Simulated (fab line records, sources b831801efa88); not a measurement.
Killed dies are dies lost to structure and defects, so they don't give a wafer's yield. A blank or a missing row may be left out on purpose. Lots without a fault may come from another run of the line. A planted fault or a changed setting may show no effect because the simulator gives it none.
A struck lot beside a sound one | flow sky130 | 21 steps out of a route of 708
Sound: wafers L919.3, L919.5, L919.6. Struck: wafers L928.1, L928.3, L928.6. The cause comes at the end.
At each step with rows: each side's tool, then ch and its chambers, then its first start. Under that, the readings that differ: sound wafers | struck wafers | difference of the means | sigmas: that difference in standard deviations of wafers without a fault.
alike: readings whose means differ by less than 2 such deviations, and words and numbers that are the same on both sides. not compared: withheld readings, readings that some wafer has no value for, bounds like >300 that may hide the same value, and numbers for which the record gives no deviation and whose values overlap.
The two part at a step that has a row with sigmas, a row that says differs or no value, or rows on one side only. Numbers that don't overlap but have no deviation are shown without sigmas and don't part them. A reading that every wafer of one side lacks parts them only if that side has two wafers or more.

first, 1 step without rows for these wafers: SKY_RES_XHIGH_IMPLANT_07.
SKY_RES_XHIGH_STRIP_08: strips in O2/N2.
  sound on plasma_asher-01 ch 0,1, day 28 12:05; struck on plasma_asher-01 ch 0,1, day 31 11:22
  alike: drypump_motor_current_A, n2_flow_sccm, oes_product_au, strip_time_to_endpoint_s
  not compared: rf_hours_counter_h
SKY_RES_XHIGH_TW_MEAS_09:
  sound on film_metro-02, day 28 12:10; struck on film_metro-04, day 31 11:28
  alike: RES_XHIGH_TW
then, 7 steps without rows for these wafers: SKY_SD_N_DEHYDRATE_00 (time 60 s); SKY_SD_N_HMDS_01 (prime time 60 s); SKY_SD_N_COAT_02 (resist thk 1140 nm); SKY_SD_N_SOFTBAKE_03 (time 60 s); SKY_SD_N_EXPOSE_04 (exposes mask NSDM, target cd 380 nm); SKY_SD_N_PEB_05; SKY_SD_N_DEVELOP_06 (develop time 60 s).
SKY_SD_N_CD_MEAS_07: target cd 380 nm.
  sound on cd_sem-01, day 29 15:16; struck on cd_sem-02, day 32 14:00
  alike: cd_nm
SKY_SD_N_OVL_MEAS_08:
  sound on overlay-01, day 29 15:21; struck on overlay-01, day 32 14:07
  alike: SD_N_OVL
SKY_SD_N_IMPLANT_09:
  sound on implanter-01 ch 0, day 29 15:25; struck on implanter-01 ch 0, day 32 14:29
then, 1 step without rows for these wafers: SKY_SD_N_IMPLANT_10.
SKY_SD_N_STRIP_11: strips in O2/N2.
  sound on plasma_asher-02 ch 0,1, day 29 15:43; struck on plasma_asher-04 ch 0,1, day 32 14:47
  reading                      | sound             | struck            | difference | sigmas
  oes_product_au (a.u.)        | 0.535 0.533 0.523 | 0.511 0.515 0.517 | -0.016     | -3
  strip_time_to_endpoint_s (s) | 22.52 22.50 22.51 | 23.76 23.73 23.73 | +1.23      | +24
  alike: drypump_motor_current_A, n2_flow_sccm
  not compared: rf_hours_counter_h
SKY_SD_N_TW_MEAS_12:
  sound on film_metro-04, day 29 15:47; struck on film_metro-01, day 32 14:53
  reading | sound          | struck         | difference | sigmas
  SD_N_TW | 4033 4026 4005 | 4113 4129 4134 | +104       | +5
then, 1 step without rows for these wafers: SKY_SD_N_CLEAN_13 (cleans in SC1/SC2, time 150 s).
SKY_SD_N_RTA_14: time 2 s.
  sound on rtp_anneal-01 ch 0, day 29 15:54; struck on rtp_anneal-01 ch 0, day 32 14:59
  alike: lamp_power_pct, wafer_temp_C_max
SKY_SD_N_RS_MEAS_16: measures by four-point-probe.
  sound on film_metro-02, day 29 16:06; struck on film_metro-04, day 32 15:10
  reading          | sound             | struck            | difference | sigmas
  SD_N_RS (ohm/sq) | 68.45 68.37 68.34 | 63.72 63.80 63.75 | -4.63      | -42
SKY_SD_N_RS_MEAS_17: measures by four-point-probe.
  sound on film_metro-02, day 29 16:13; struck on film_metro-04, day 32 15:17
  alike: SD_P_RS
-- the record jumps here: 17 days lie between the struck wafers' starts before and after (it left off in module SD_N and takes up again in module PAD_OPEN, whose first step shown is number 708 of the route) --
SKY_PAD_OPEN_PROBE_99:
  sound on prober-01, day 47 02:15; struck on prober-02, day 49 03:48
  reading                                     | sound                | struck               | difference | sigmas
  model.etest.res_ndiff.line_ohm_um           | 759.5 773 757        | 627.6 632.7 638.4    | -130.3     |
  model.etest.sonos_uncharged.r_on_ohm_um     | 822.1 822.4 818.4    | 743.9 741 753.8      | -74.7      |
  model.etest.licon_ndiff.rc_ohm              | 187.8 181.1 179.6    | 153.8 153.6 153.7    | -29.1      |
  model.etest.res_ndiff.rs_ohm_sq             | 118.9 120.3 120.2    | 102 101.3 102.8      | -18        |
  model.etest.res_ndiff_hv.rs_ohm_sq          | 112.9 114.1 113.9    | 96.26 96.59 96.27    | -17.26     |
  model.etest.sonos_programmed.off_log10_a_um | -14.09 -13.82 -13.91 | -13.71 -13.51 -13.81 | +0.26      |
  alike: killed_at_M0_to_M3, killed_at_M4_up, killed_at_contacts, killed_at_front_end, killed_at_other, killed_dies, killed_open, killed_short
  not compared: model.etest.nfet_g5v0d10v5.r_on_ohm_um, model.etest.nfet_01v8_lvt.drive_ua_um

WHERE THEY PART
First at SKY_SD_N_STRIP_11; last, within this record, at SKY_SD_N_RS_MEAS_16. Later steps at which nothing parts them and some readings are alike: SKY_SD_N_RS_MEAS_17, SKY_PAD_OPEN_PROBE_99.

WHY: what the simulator had put in
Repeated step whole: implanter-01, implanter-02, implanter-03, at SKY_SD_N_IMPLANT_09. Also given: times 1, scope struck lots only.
